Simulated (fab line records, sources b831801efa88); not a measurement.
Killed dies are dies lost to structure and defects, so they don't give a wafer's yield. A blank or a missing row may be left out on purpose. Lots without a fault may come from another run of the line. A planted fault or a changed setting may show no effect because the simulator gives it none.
fab line records | flow gf180mcu
record lots=5 wafers=15 last_day=32
route steps=602 shown MIM@514 M5@526 V5@540
lots that met no fault: from a run of the same line without faults
start_h: hours from the record's first day to the start of the lot's first wafer shown | wait_h: hours since the lot's step before | " the same as in the row above | L1.1+2: a row that stands for several wafers | - no value, or no start given | * or withheld: withheld | < > ~ a bound
route shown NAME@n: a module of which the file shows steps, and the number in the route of the first | usual: mean/standard deviation of fault-free wafers | same: alike in all rows | chamber/n: place in a boat | sites: the reading at each site | _std_site: their standard deviation | _edge_site: outer sites' mean less inner sites' | radius_mm: how far each site lies from the wafer's centre | mask NAME#n: copy n | behind: the tool/chamber that last shaped the wafer | hold: why the lot was held/for how many hours/how that ended | device: the transistor (n, p or np) that didn't switch | end of line: the same wafers' tests at the end of the route | a step without rows: its recipe alone | killed: dies lost to structure and defects at the first sort, not the wafer's yield | map: a wafer's dies, x killed, . not, _ none there
set.NAME: the setting as run; set.NAME@STEP: as run at that earlier step | model.NAME: the simulator's own value behind a step, which no gauge read
lots at some steps of the route; a table a step, a row a wafer
services: from which hour (start_h, from the record's first day; less than 0 if before it) a tool's chamber was out of use, for how many hours, and why
## steps
# step GF_MIM_THK_MEAS_11
# recipe thk_meas_gauge=xrf reads=AlCu_of_MIM_SPUTTER_08
# usual MIM_ALCU_THK=200.8/2.4
# columns lot.wafer tool chamber start_h wait_h MIM_ALCU_THK[nm]
L083.4 film_metro-02 - 640.25 0.1 202.0
L083.5 " - " " 203.0
L083.6 " - " " 199.6
L087.1 film_metro-01 - 669.81 0.1 201.6
L087.3 " - " " 203.0
L087.6 " - " " 198.1
L088.1 film_metro-04 - 675.91 0.1 200.5
L088.2 " - " " 200.1
L088.5 " - " " 202.1
L089.1 film_metro-01 - 678.83 0.1 205.1
L089.3 " - " " 202.8
L089.6 " - " " 202.5
L090.2 film_metro-01 - 685.69 0.1 202.1
L090.5 " - " " 201.4
L090.6 " - " " 201.3
# step GF_MIM_DEHYDRATE_12
# recipe temp_c=200 time_s=60
# columns lot.wafer tool chamber start_h wait_h
L083.4+5+6 litho_track-03 0 649.75 9.5
L087.1+3+6 litho_track-02 0 678.16 8.3
L088.1+2+5 litho_track-04 0 684.80 8.9
L089.1+3+6 litho_track-02 0 688.46 9.6
L090.2+5+6 litho_track-03 0 694.65 8.9
# step GF_MIM_HMDS_13
# recipe prime_time_s=60 prime_temp_c=120
# columns lot.wafer tool chamber start_h wait_h
L083.4+5+6 litho_track-03 0 649.90 0.1
L087.1+3+6 litho_track-02 0 678.31 0.1
L088.1+2+5 litho_track-04 0 684.95 0.1
L089.1+3+6 litho_track-02 0 688.61 0.1
L090.2+5+6 litho_track-03 0 694.80 0.1
# step GF_MIM_COAT_14
# recipe resist=NOVOLAK spin_rpm=3000 resist_thk_nm=1000
# columns lot.wafer tool chamber start_h wait_h
L083.4+5+6 litho_track-03 0 650.05 0.1
L087.1+3+6 litho_track-02 0 678.46 0.1
L088.1+2+5 litho_track-04 0 685.10 0.1
L089.1+3+6 litho_track-02 0 688.76 0.1
L090.2+5+6 litho_track-03 0 694.95 0.1
# step GF_MIM_SOFTBAKE_15
# recipe temp_c=90 time_s=60 resist=NOVOLAK
# columns lot.wafer tool chamber start_h wait_h
L083.4+5+6 litho_track-03 0 650.20 0.1
L087.1+3+6 litho_track-02 0 678.61 0.1
L088.1+2+5 litho_track-04 0 685.25 0.1
L089.1+3+6 litho_track-02 0 688.91 0.1
L090.2+5+6 litho_track-03 0 695.10 0.1
# step GF_MIM_EXPOSE_16
# recipe mask_id=FuseTop target_cd_nm=2000 na=0.6 source_shape=conventional sigma_outer=0.6 dose_mj=138.5
# columns lot.wafer tool chamber start_h wait_h mask
L083.4+5+6 iline_stepper-02 0 - - FuseTop#0
L087.1+3+6 iline_stepper-02 0 - - FuseTop#0
L088.1+2+5 iline_stepper-02 0 - - FuseTop#0
L089.1+3+6 iline_stepper-02 0 - - FuseTop#0
L090.2+5+6 iline_stepper-02 0 - - FuseTop#0
# step GF_MIM_PEB_17
# recipe temp_c=withheld time_s=* resist=NOVOLAK
# columns lot.wafer tool chamber start_h wait_h
L083.4+5+6 litho_track-03 0 - -
L087.1+3+6 litho_track-04 0 - -
L088.1+2+5 litho_track-02 0 - -
L089.1+3+6 litho_track-02 0 - -
L090.2+5+6 litho_track-03 0 - -
# step GF_MIM_DEVELOP_18
# recipe develop_time_s=60 dev_temp_c=23
# columns lot.wafer tool chamber start_h wait_h
L083.4+5+6 litho_track-03 0 659.75 0.1
L087.1+3+6 litho_track-04 0 688.35 0.1
L088.1+2+5 litho_track-02 0 694.71 0.1
L089.1+3+6 litho_track-02 0 698.26 0.1
L090.2+5+6 litho_track-03 0 704.50 0.1
# step GF_MIM_METAL_ETCH_19
# recipe chemistry=Cl2/BCl3 mask_material=NOVOLAK stop_on=Si3N4 target_depth_nm=324.5 pressure_mtorr=8 icp_w=800 bias_w=140 Cl2_flow_sccm=80 bcl3_flow_sccm=40 time_s=54.1
# usual drypump_motor_current_A=5.5/0.42 mfc_cl2_sccm=80.02/0.24 oes_product_au=0.941/0.0059 throttle_valve_pct=28.284/0.0095
# columns lot.wafer tool chamber start_h wait_h drypump_motor_current_A mfc_cl2_sccm oes_product_au rf_hours_counter_h throttle_valve_pct
L083.4 rie_metal-01 1 659.85 0.1 6.3 79.86 0.944 - 28.288
L083.5 " 1 " " 6.3 79.96 0.941 - 28.293
L083.6 " 0 " " 5.3 79.67 0.935 - 28.290
L087.1 rie_metal-01 1 688.50 0.1 6.3 79.88 0.934 11 28.293
L087.3 " 1 " " 6.4 80.44 0.948 - 28.276
L087.6 " 1 " " 6.4 80.14 0.946 - 28.289
L088.1 rie_metal-04 1 694.86 0.1 5.2 79.69 0.940 6 28.261
L088.2 " 0 " " 5.6 80.17 0.947 7 28.297
L088.5 " 1 " " 5.2 79.55 0.932 - 28.284
L089.1 rie_metal-04 0 698.41 0.1 5.6 80.05 0.949 8 28.267
L089.3 " 0 " " 5.6 80.63 0.944 - 28.275
L089.6 " 0 " " 5.6 80.03 0.939 - 28.268
L090.2 rie_metal-03 1 704.62 0.1 5.0 80.23 0.948 7 28.269
L090.5 " 1 " " 5.0 79.91 0.939 - 28.279
L090.6 " 0 " " 5.7 80.17 0.949 - 28.274
# step GF_MIM_STRIP_20
# recipe chemistry=O2/N2 power_w=1400 pressure_mtorr=1500 platen_temp_c=250 o2_flow_sccm=3000 n2_flow_sccm=300 overash_fraction=0.5
# usual drypump_motor_current_A=5.9/0.63 heater_power_w=337/40 oes_product_au=0.692/0.0053 platen_temp_c=249.99/0.18 strip_time_to_endpoint_s=11.22/0.041
# columns lot.wafer tool chamber start_h wait_h drypump_motor_current_A heater_power_w oes_product_au platen_temp_c rf_hours_counter_h strip_time_to_endpoint_s
L083.4 plasma_asher-02 1 659.93 0.1 6.3 373 0.691 249.98 - 11.20
L083.5 " 1 " " 6.2 380 0.692 249.94 - 11.23
L083.6 " 0 " " 5.0 349 0.690 250.10 - 11.24
L087.1 plasma_asher-04 1 688.64 0.1 5.3 313 0.690 249.96 107 11.18
L087.3 " 0 " " 6.7 337 0.683 249.99 - 11.16
L087.6 " 0 " " 6.7 330 0.690 250.27 - 11.15
L088.1 plasma_asher-04 1 694.93 0.0 5.3 313 0.692 250.11 108 11.23
L088.2 " 0 " " 6.7 339 0.699 249.93 108 11.28
L088.5 " 1 " " 5.2 307 0.694 249.81 - 11.27
L089.1 plasma_asher-04 0 698.55 0.1 6.7 343 0.690 249.93 108 11.20
L089.3 " 0 " " 6.7 337 0.696 249.81 - 11.16
L089.6 " 1 " " 5.3 318 0.683 249.66 - 11.18
L090.2 plasma_asher-02 0 704.69 0.0 5.0 355 0.681 249.97 63 11.20
L090.5 " 1 " " 6.2 372 0.689 249.63 - 11.21
L090.6 " 0 " " 5.0 352 0.682 249.91 - 11.24
# step GF_MIM_STRIP_21
# recipe chemistry=post_etch_residue_remover time_s=1200 temp_c=72.5
# columns lot.wafer tool chamber start_h wait_h
L083.4+5+6 wet_bench-03 1 659.99 0.0
L087.1+3+6 wet_bench-02 3 688.74 0.1
L088.1+2+5 wet_bench-04 0 695.03 0.1
L089.1+3+6 wet_bench-02 0 698.65 0.1
L090.2+5+6 wet_bench-04 2 704.79 0.1
# step GF_MIM_CLEAN_22
# recipe chemistry=DIW dry=n2_spin
# columns lot.wafer tool chamber start_h wait_h
L083.4+5+6 wet_bench-02 1 660.68 0.0
L087.1+3+6 wet_bench-04 1 689.08 0.0
L088.1+2+5 wet_bench-02 2 695.37 0.0
L089.1+3+6 wet_bench-04 3 699.02 0.0
L090.2+5+6 wet_bench-02 1 705.14 0.0
# step GF_M5_DEHYDRATE_00
# recipe temp_c=200 time_s=60
# columns lot.wafer tool chamber start_h wait_h
L083.4+5+6 litho_track-01 0 669.49 8.7
L087.1+3+6 litho_track-01 0 698.02 8.8
L088.1+2+5 litho_track-01 0 704.07 8.6
L089.1+3+6 litho_track-03 0 707.57 8.5
L090.2+5+6 litho_track-01 0 713.74 8.4
# step GF_M5_HMDS_01
# recipe prime_time_s=60 prime_temp_c=120
# columns lot.wafer tool chamber start_h wait_h
L083.4+5+6 litho_track-01 0 669.64 0.1
L087.1+3+6 litho_track-01 0 698.17 0.1
L088.1+2+5 litho_track-01 0 704.22 0.1
L089.1+3+6 litho_track-03 0 707.72 0.1
L090.2+5+6 litho_track-01 0 713.89 0.1
# step GF_M5_COAT_02
# recipe resist=KrF spin_rpm=withheld resist_thk_nm=1000
# columns lot.wafer tool chamber start_h wait_h
L083.4+5+6 litho_track-01 0 669.79 0.1
L087.1+3+6 litho_track-01 0 698.32 0.1
L088.1+2+5 litho_track-01 0 704.37 0.1
L089.1+3+6 litho_track-03 0 707.87 0.1
L090.2+5+6 litho_track-01 0 714.04 0.1
# step GF_M5_SOFTBAKE_03
# recipe temp_c=130 time_s=60 resist=KrF
# columns lot.wafer tool chamber start_h wait_h
L083.4+5+6 litho_track-01 0 669.94 0.1
L087.1+3+6 litho_track-01 0 698.47 0.1
L088.1+2+5 litho_track-01 0 704.52 0.1
L089.1+3+6 litho_track-03 0 708.02 0.1
L090.2+5+6 litho_track-01 0 714.19 0.1
# step GF_M5_EXPOSE_04
# recipe mask_id=Metal5 target_cd_nm=280 na=0.68 source_shape=conventional sigma_outer=0.6 dose_mj=28
# columns lot.wafer tool chamber start_h wait_h mask
L083.4+5+6 krf_scanner-02 0 - - Metal5#0
L087.1+3+6 krf_scanner-01 0 - - Metal5#0
L088.1+2+5 krf_scanner-02 0 - - Metal5#0
L089.1+3+6 krf_scanner-01 0 - - Metal5#0
L090.2+5+6 krf_scanner-01 0 - - Metal5#0
# step GF_M5_PEB_05
# recipe peb_temp_c=134.6 peb_time_s=90 resist=KrF
# same peb_time_s=90
# columns lot.wafer tool chamber start_h wait_h
L083.4+5+6 litho_track-03 0 - -
L087.1+3+6 litho_track-01 0 - -
L088.1+2+5 litho_track-04 0 - -
L089.1+3+6 litho_track-04 0 - -
L090.2+5+6 litho_track-01 0 - -
# step GF_M5_DEVELOP_06
# recipe develop_time_s=60 dev_temp_c=21
# columns lot.wafer tool chamber start_h wait_h
L083.4+5+6 litho_track-03 0 678.90 0.1
L087.1+3+6 litho_track-01 0 707.77 0.2
L088.1+2+5 litho_track-04 0 713.90 0.2
L089.1+3+6 litho_track-04 0 716.35 0.2
L090.2+5+6 litho_track-01 0 722.59 0.2
# step GF_M5_CD_MEAS_07
# recipe target_cd_nm=280
# usual cd_nm=279.8/1.2
# columns lot.wafer tool chamber start_h wait_h cd_nm
L083.4 cd_sem-01 - 679.03 0.1 279.6
L083.5 " - " " 279.8
L083.6 " - " " 280.6
L087.1 cd_sem-01 - 707.92 0.1 283.0
L087.3 " - " " 283.6
L087.6 " - " " 281.9
L088.1 cd_sem-01 - 714.05 0.1 278.5
L088.2 " - " " 278.9
L088.5 " - " " 279.0
L089.1 cd_sem-02 - 716.50 0.1 279.5
L089.3 " - " " 279.7
L089.6 " - " " 281.2
L090.2 cd_sem-02 - 722.74 0.1 281.5
L090.5 " - " " 280.6
L090.6 " - " " 280.8
# step GF_M5_OVL_MEAS_08
# usual M5_OVL=0/6.4
# columns lot.wafer tool chamber start_h wait_h M5_OVL[nm]
L083.4 overlay-01 - 679.11 0.1 2
L083.5 " - " " -3
L083.6 " - " " 2
L087.1 overlay-02 - 708.04 0.1 9
L087.3 " - " " 6
L087.6 " - " " 6
L088.1 overlay-01 - 714.17 0.1 3
L088.2 " - " " -7
L088.5 " - " " 2
L089.1 overlay-02 - 716.62 0.1 1
L089.3 " - " " 3
L089.6 " - " " 10
L090.2 overlay-02 - 722.84 0.1 9
L090.5 " - " " 13
L090.6 " - " " 10
# step GF_M5_ETCH_09
# recipe chemistry=CF4/O2 target=Si3N4 target_depth_nm=52 source_w=800 bias_w=150 pressure_mtorr=150 cf4_flow_sccm=80 O2_flow_sccm=10 time_s=11.6
# usual drypump_motor_current_A=5.6/0.49 oes_product_au=1.003/0.011 throttle_valve_pct=5.971/0.0098
# columns lot.wafer tool chamber start_h wait_h drypump_motor_current_A oes_product_au rf_hours_counter_h throttle_valve_pct
L083.4 rie_diel-01 3 679.13 0.0 5.1 0.992 55 5.957
L083.5 " 0 " " 5.6 0.979 - 5.947
L083.6 " 1 " " 6.0 1.008 - 5.973
L087.1 rie_diel-02 0 708.07 0.0 5.8 1.014 40 5.977
L087.3 " 2 " " 6.4 1.018 4 5.980
L087.6 " 0 " " 5.9 1.004 - 5.978
L088.1 rie_diel-04 2 714.20 0.0 6.3 1.006 7 5.965
L088.2 " 1 " " 5.3 1.014 5 5.959
L088.5 " 2 " " 6.3 1.019 - 5.968
L089.1 rie_diel-04 2 716.65 0.0 6.2 1.001 7 5.971
L089.3 " 0 " " 4.7 0.984 16 5.968
L089.6 " 1 " " 5.3 1.004 - 5.976
L090.2 rie_diel-04 3 722.87 0.0 5.2 1.000 28 5.969
L090.5 " 1 " " 5.3 1.009 - 5.977
L090.6 " 0 " " 4.7 0.978 - 5.955
# step GF_M5_METAL_ETCH_10
# recipe chemistry=Cl2/BCl3 mask_material=KrF target_depth_nm=627.5 stop_on=SiO2 pressure_mtorr=8 icp_w=800 bias_w=140 Cl2_flow_sccm=80 bcl3_flow_sccm=40 time_s=104.6
# usual drypump_motor_current_A=5.6/0.4 mfc_cl2_sccm=79.99/0.26 oes_product_au=0.972/0.007 throttle_valve_pct=28.248/0.012
# columns lot.wafer tool chamber start_h wait_h drypump_motor_current_A mfc_cl2_sccm oes_product_au rf_hours_counter_h throttle_valve_pct
L083.4 rie_metal-02 1 679.19 0.0 5.6 79.49 0.964 - 28.258
L083.5 " 0 " " 5.7 80.09 0.963 - 28.273
L083.6 " 1 " " 5.6 79.94 0.958 - 28.249
L087.1 rie_metal-02 1 708.10 0.0 5.6 80.30 0.965 14 28.249
L087.3 " 0 " " 5.6 80.11 0.956 - 28.261
L087.6 " 1 " " 5.6 80.03 0.953 - 28.253
L088.1 rie_metal-03 1 714.23 0.0 4.9 80.21 0.965 7 28.261
L088.2 " 0 " " 5.7 80.20 0.960 3 28.237
L088.5 " 0 " " 5.6 79.75 0.961 - 28.259
L089.1 rie_metal-02 1 716.68 0.0 5.6 80.32 0.973 15 28.244
L089.3 " 1 " " 5.6 80.05 0.987 - 28.242
L089.6 " 0 " " 5.7 79.96 0.979 - 28.233
L090.2 rie_metal-02 0 722.90 0.0 5.7 80.28 0.974 3 28.241
L090.5 " 1 " " 5.6 79.74 0.971 - 28.233
L090.6 " 0 " " 5.7 80.27 0.987 - 28.242
# step GF_M5_STRIP_11
# recipe chemistry=O2/N2 power_w=1400 pressure_mtorr=1500 platen_temp_c=250 o2_flow_sccm=3000 n2_flow_sccm=300 overash_fraction=0.5
# usual drypump_motor_current_A=5.8/0.63 heater_power_w=344/24 oes_product_au=0.543/0.0051 platen_temp_c=250.00/0.16 strip_time_to_endpoint_s=7.51/0.039
# columns lot.wafer tool chamber start_h wait_h drypump_motor_current_A heater_power_w oes_product_au platen_temp_c rf_hours_counter_h strip_time_to_endpoint_s
L083.4 plasma_asher-03 1 679.30 0.1 5.9 331 0.553 249.88 - 7.48
L083.5 " 0 " " 5.3 344 0.543 250.07 - 7.53
L083.6 " 1 " " 5.9 337 0.544 250.05 - 7.49
L087.1 plasma_asher-03 0 708.21 0.1 5.3 339 0.552 250.33 28 7.50
L087.3 " 0 " " 5.3 341 0.544 250.20 - 7.52
L087.6 " 1 " " 5.9 334 0.536 250.06 - 7.50
L088.1 plasma_asher-02 1 714.34 0.1 6.2 378 0.541 250.01 64 7.48
L088.2 " 0 " " 5.0 356 0.545 250.00 64 7.48
L088.5 " 1 " " 6.2 373 0.541 250.14 - 7.56
L089.1 plasma_asher-02 1 716.79 0.1 6.2 376 0.534 250.22 64 7.53
L089.3 " 1 " " 6.2 376 0.546 249.83 - 7.50
L089.6 " 1 " " 6.2 379 0.541 250.23 - 7.56
L090.2 plasma_asher-02 1 723.01 0.1 6.2 375 0.543 249.94 65 7.57
L090.5 " 0 " " 5.0 356 0.545 249.96 - 7.50
L090.6 " 1 " " 6.3 380 0.545 249.75 - 7.57
# step GF_M5_STRIP_12
# recipe chemistry=post_etch_residue_remover time_s=1200 temp_c=72.5
# columns lot.wafer tool chamber start_h wait_h
L083.4+5+6 wet_bench-01 3 679.36 0.0
L087.1+3+6 wet_bench-02 0 708.31 0.1
L088.1+2+5 wet_bench-01 3 714.52 0.1
L089.1+3+6 wet_bench-01 0 716.89 0.1
L090.2+5+6 wet_bench-03 1 723.11 0.1
# step GF_M5_CLEAN_13
# recipe chemistry=DIW dry=n2_spin
# columns lot.wafer tool chamber start_h wait_h
L083.4+5+6 wet_bench-02 0 679.74 0.0
L087.1+3+6 wet_bench-03 0 708.99 0.0
L088.1+2+5 wet_bench-02 2 714.86 0.0
L089.1+3+6 wet_bench-01 2 717.23 0.0
L090.2+5+6 wet_bench-01 1 723.45 0.0
# step GF_V5_CVD_00
# recipe material=SiO2 target_thk_nm=300 sigma_open_frac=0.3 temp_c=400 time_s=50 sih4_flow_sccm=60 pressure_mtorr=6
# columns lot.wafer tool chamber start_h wait_h
L083.4+5+6 hdpcvd-02 2,0,1 679.86 0.0
L087.1+3+6 hdpcvd-02 2,0,0 709.18 0.0
L088.1+2+5 hdpcvd-02 1,0,2 715.05 0.0
L089.1+3+6 hdpcvd-01 1,2,2 717.32 0.0
L090.2+5+6 hdpcvd-02 0,1,0 723.55 0.0
# step GF_V5_THK_MEAS_01
# recipe reads=SiO2_of_V5_CVD_00
# usual V5_CVD_00_THK=299/3.2
# columns lot.wafer tool chamber start_h wait_h V5_CVD_00_THK[nm]
L083.4 film_metro-04 - 679.91 0.0 306
L083.5 " - " " 300
L083.6 " - " " 298
L087.1 film_metro-04 - 709.22 0.0 303
L087.3 " - " " 292
L087.6 " - " " 298
L088.1 film_metro-02 - 715.09 0.0 299
L088.2 " - " " 297
L088.5 " - " " 300
L089.1 film_metro-02 - 717.37 0.0 300
L089.3 " - " " 297
L089.6 " - " " 300
L090.2 film_metro-03 - 723.60 0.0 295
L090.5 " - " " 299
L090.6 " - " " 292
# step GF_V5_CVD_02
# recipe material=SiO2 target_thk_nm=1450 precursor=TEOS temp_c=400 time_s=163.28 rf_w=600
# usual heater_power_w=636/90
# columns lot.wafer tool chamber start_h wait_h heater_power_w since_wet_clean_h
L083.4 pecvd-01 1 680.00 0.1 454 -
L083.5 " 0 " " 710 -
L083.6 " 2 " " 479 -
L087.1 pecvd-01 1 709.28 0.1 481 104
L087.3 " 2 " " 507 104
L087.6 " 0 " " 591 -
L088.1 pecvd-01 1 715.15 0.1 575 110
L088.2 " 0 " " 744 110
L088.5 " 1 " " 442 -
L089.1 pecvd-02 2 717.43 0.1 623 751
L089.3 " 1 " " 808 751
L089.6 " 0 " " 582 -
L090.2 pecvd-02 0 723.65 0.0 653 757
L090.5 " 1 " " 620 -
L090.6 " 2 " " 609 -
# step GF_V5_THK_MEAS_03
# recipe reads=SiO2_of_V5_CVD_02
# usual V5_CVD_02_THK=1453/17
# columns lot.wafer tool chamber start_h wait_h V5_CVD_02_THK[nm]
L083.4 film_metro-02 - 680.08 0.0 1457
L083.5 " - " " 1462
L083.6 " - " " 1462
L087.1 film_metro-03 - 709.39 0.1 1439
L087.3 " - " " 1441
L087.6 " - " " 1450
L088.1 film_metro-02 - 715.26 0.1 1430
L088.2 " - " " 1436
L088.5 " - " " 1445
L089.1 film_metro-02 - 717.53 0.1 1453
L089.3 " - " " 1435
L089.6 " - " " 1483
L090.2 film_metro-04 - 723.77 0.1 1458
L090.5 " - " " 1458
L090.6 " - " " 1480
# step GF_V5_CMP_04
# recipe material=SiO2 down_force_psi=4 platen_rpm=60 pad_velocity_m_s=0.94248
# usual motor_current_A=12.1/0.89 slurry_filter_dp_kPa=13.50/0.14
# columns lot.wafer tool chamber start_h wait_h motor_current_A slurry_filter_dp_kPa
L083.4 cmp-01 3 680.11 0.0 13.0 13.60
L083.6 " 3 " " 12.9 13.45
L083.5 " 0 " " 11.1 13.65
L087.1 cmp-02 0 709.55 0.1 11.3 13.59
L087.3 " 1 " " 12.3 13.62
L087.6 " 2 " " 11.7 13.77
L088.2 cmp-01 0 715.32 0.0 10.3 13.51
L088.1 " 2 " " 13.3 13.60
L088.5 " 0 " " 11.0 13.54
L089.1 cmp-01 1 717.59 0.1 12.1 13.30
L089.3 " 3 " " 12.8 13.47
L089.6 " 2 " " 13.1 13.53
L090.2 cmp-01 3 723.97 0.2 12.9 13.50
L090.6 " 0 " " 10.2 13.38
L090.5 " 1 " " 12.1 13.52
# step GF_V5_BOW_MEAS_05
# recipe mode=bow
# usual V5_BOW=132/9.6
# columns lot.wafer tool chamber start_h wait_h V5_BOW[um]
L083.4 film_metro-04 - 680.47 0.3 120
L083.5 " - " " 120
L083.6 " - " " 110
L087.1 film_metro-03 - 709.75 0.1 133
L087.3 " - " " 130
L087.6 " - " " 135
L088.1 film_metro-03 - 715.62 0.1 147
L088.2 " - " " 148
L088.5 " - " " 144
L089.1 film_metro-03 - 717.89 0.2 131
L089.3 " - " " 121
L089.6 " - " " 128
L090.2 film_metro-03 - 724.14 0.1 131
L090.5 " - " " 119
L090.6 " - " " 117
# step GF_V5_DEHYDRATE_06
# recipe temp_c=200 time_s=60
# columns lot.wafer tool chamber start_h wait_h
L083.4+5+6 litho_track-01 0 689.99 9.5
L087.1+3+6 litho_track-01 0 718.17 8.4
L088.1+2+5 litho_track-04 0 723.55 7.9
L089.1+3+6 litho_track-04 0 726.40 8.5
L090.2+5+6 litho_track-02 0 732.68 8.5
# step GF_V5_HMDS_07
# recipe prime_time_s=60 prime_temp_c=120
# columns lot.wafer tool chamber start_h wait_h
L083.4+5+6 litho_track-01 0 690.14 0.1
L087.1+3+6 litho_track-01 0 718.32 0.1
L088.1+2+5 litho_track-04 0 723.70 0.1
L089.1+3+6 litho_track-04 0 726.55 0.1
L090.2+5+6 litho_track-02 0 732.83 0.1
# step GF_V5_COAT_08
# recipe resist=BARC temp_c=withheld time_s=withheld spin_rpm=withheld resist_thk_nm=withheld
# columns lot.wafer tool chamber start_h wait_h
L083.4+5+6 litho_track-01 0 690.29 0.1
L087.1+3+6 litho_track-01 0 718.47 0.1
L088.1+2+5 litho_track-04 0 723.85 0.1
L089.1+3+6 litho_track-04 0 726.70 0.1
L090.2+5+6 litho_track-02 0 732.98 0.1
# step GF_V5_COAT_09
# recipe resist=KrF spin_rpm=withheld resist_thk_nm=1000
# columns lot.wafer tool chamber start_h wait_h
L083.4+5+6 litho_track-01 0 - -
L087.1+3+6 litho_track-01 0 - -
L088.1+2+5 litho_track-04 0 - -
L089.1+3+6 litho_track-04 0 - -
L090.2+5+6 litho_track-02 0 - -
# step GF_V5_SOFTBAKE_10
# recipe temp_c=130 time_s=60 resist=KrF
# columns lot.wafer tool chamber start_h wait_h
L083.4+5+6 litho_track-01 0 - -
L087.1+3+6 litho_track-01 0 - -
L088.1+2+5 litho_track-04 0 - -
L089.1+3+6 litho_track-04 0 - -
L090.2+5+6 litho_track-02 0 - -
# step GF_V5_EXPOSE_11
# recipe mask_id=Via5 target_cd_nm=260 na=0.68 source_shape=conventional sigma_outer=0.6 dose_mj=38
# columns lot.wafer tool chamber start_h wait_h mask
L083.4+5+6 krf_scanner-02 0 - - Via5#0
L087.1+3+6 krf_scanner-01 0 - - Via5#0
L088.1+2+5 krf_scanner-01 0 - - Via5#0
L089.1+3+6 krf_scanner-01 0 - - Via5#0
L090.2+5+6 krf_scanner-02 0 - - Via5#0
# step GF_V5_PEB_12
# recipe peb_temp_c=135 peb_time_s=90 resist=KrF
# same peb_time_s=90
# columns lot.wafer tool chamber start_h wait_h
L083.4+5+6 litho_track-04 0 - -
L087.1+3+6 litho_track-04 0 - -
L088.1+2+5 litho_track-01 0 - -
L089.1+3+6 litho_track-04 0 - -
L090.2+5+6 litho_track-01 0 - -
# step GF_V5_DEVELOP_13
# recipe develop_time_s=60 resist=KrF dev_temp_c=21
# columns lot.wafer tool chamber start_h wait_h
L083.4+5+6 litho_track-04 0 699.27 0.1
L087.1+3+6 litho_track-04 0 728.10 0.2
L088.1+2+5 litho_track-01 0 732.97 0.2
L089.1+3+6 litho_track-04 0 735.40 0.2
L090.2+5+6 litho_track-01 0 741.59 0.2
# step GF_V5_CD_MEAS_14
# recipe target_cd_nm=260
# usual cd_nm=260.2/1.3
# columns lot.wafer tool chamber start_h wait_h cd_nm
L083.4 cd_sem-01 - 699.41 0.1 260.8
L083.5 " - " " 262.3
L083.6 " - " " 261.6
L087.1 cd_sem-01 - 728.25 0.1 260.7
L087.3 " - " " 259.9
L087.6 " - " " 260.4
L088.1 cd_sem-02 - 733.12 0.1 258.3
L088.2 " - " " 258.3
L088.5 " - " " 257.3
L089.1 cd_sem-01 - 735.55 0.1 257.6
L089.3 " - " " 258.6
L089.6 " - " " 257.4
L090.2 cd_sem-02 - 741.74 0.1 257.7
L090.5 " - " " 256.5
L090.6 " - " " 257.6
# step GF_V5_OVL_MEAS_15
# usual V5_OVL=0/4.5
# columns lot.wafer tool chamber start_h wait_h V5_OVL[nm]
L083.4 overlay-02 - 699.49 0.1 7
L083.5 " - " " -1
L083.6 " - " " 6
L087.1 overlay-02 - 728.37 0.1 -4
L087.3 " - " " -3
L087.6 " - " " -5
L088.1 overlay-02 - 733.24 0.1 2
L088.2 " - " " 9
L088.5 " - " " 4
L089.1 overlay-01 - 735.67 0.1 -3
L089.3 " - " " -7
L089.6 " - " " -9
L090.2 overlay-02 - 741.84 0.1 -3
L090.5 " - " " 3
L090.6 " - " " -1
# step GF_V5_ETCH_16
# recipe chemistry=N2/H2 target_depth_a=withheld overetch_a=withheld time_s=withheld target=BARC ion_energy_ev=200 source_w=500 bias_w=100 pressure_mtorr=30 n2_flow_sccm=100 h2_flow_sccm=200
# usual drypump_motor_current_A=5.5/0.43 oes_product_au=0.855/0.0051 throttle_valve_pct=13.224/0.0092
# columns lot.wafer tool chamber start_h wait_h drypump_motor_current_A oes_product_au throttle_valve_pct
L083.4 rie_diel-01 0 699.50 0.0 5.6 0.860 13.205
L083.5 " 2 " " 5.2 0.857 13.223
L083.6 " 1 " " 6.0 0.856 13.227
L087.1 rie_diel-01 1 728.40 0.0 6.1 0.862 13.220
L087.3 " 0 " " 5.6 0.860 13.225
L087.6 " 1 " " 6.0 0.857 13.216
L088.1 rie_diel-01 1 733.27 0.0 6.0 0.853 13.232
L088.2 " 0 " " 5.6 0.853 13.225
L088.5 " 0 " " 5.6 0.858 13.210
L089.1 rie_diel-01 1 735.70 0.0 6.0 0.857 13.229
L089.3 " 2 " " 5.2 0.861 13.239
L089.6 " 1 " " 6.0 0.855 13.217
L090.2 rie_diel-03 2 741.87 0.0 6.3 0.853 13.220
L090.5 " 3 " " 5.2 0.856 13.220
L090.6 " 0 " " 5.6 0.857 13.222
# step GF_V5_ETCH_17
# recipe chemistry=C4F8/O2/Ar mask_material=KrF target=SiO2 stop_on=TiN source_w=1500 bias_w=1200 pressure_mtorr=40 c4f8_flow_sccm=withheld O2_flow_sccm=6 Ar_flow_sccm=300 time_s=withheld target_depth_a=8550
# usual oes_product_au=0.859/0.0042
# columns lot.wafer tool chamber start_h wait_h oes_product_au
L083.4 rie_diel-01 0 - - 0.872
L083.5 " 2 " " 0.856
L083.6 " 1 " " 0.857
L087.1 rie_diel-01 1 - - 0.861
L087.3 " 0 " " 0.846
L087.6 " 1 " " 0.861
L088.1 rie_diel-01 1 - - 0.857
L088.2 " 0 " " 0.860
L088.5 " 0 " " 0.865
L089.1 rie_diel-01 1 - - 0.862
L089.3 " 2 " " 0.860
L089.6 " 1 " " 0.854
L090.2 rie_diel-03 2 - - 0.861
L090.5 " 3 " " 0.858
L090.6 " 0 " " 0.865
## services
# columns tool chamber start_h hours kind
hdpcvd-02 - 628.17 0.6 repair
krf_scanner-01 - 633.12 0.8 repair
pecvd-02 2 637.14 11.8 repair
krf_scanner-02 - 637.30 1.0 pm
krf_scanner-01 - 638.50 1.3 pm
wet_bench-04 - 642.51 4.4 pm
rie_diel-04 1 650.19 1.3 repair
krf_scanner-01 - 656.17 0.8 pm
rie_diel-01 0 656.35 3.8 repair
krf_scanner-01 - 658.03 1.0 pm
rie_metal-04 0 658.37 2.4 repair
iline_stepper-02 - 661.17 1.7 pm
rie_diel-01 1 668.47 5.9 repair
rie_diel-04 1 669.58 12.9 repair
pecvd-01 - 674.59 2.8 pm
rie_diel-04 - 675.57 0.1 repair
rie_diel-04 3 683.74 2.5 repair
pecvd-01 - 689.86 2.0 repair
plasma_asher-02 - 691.42 0.8 repair
wet_bench-03 - 696.59 5.3 repair
plasma_asher-02 - 707.43 2.8 pm
iline_stepper-02 - 712.77 28.9 pm
plasma_asher-04 - 733.75 9.0 pm
krf_scanner-02 - 735.27 1.3 pm
## key
fault none
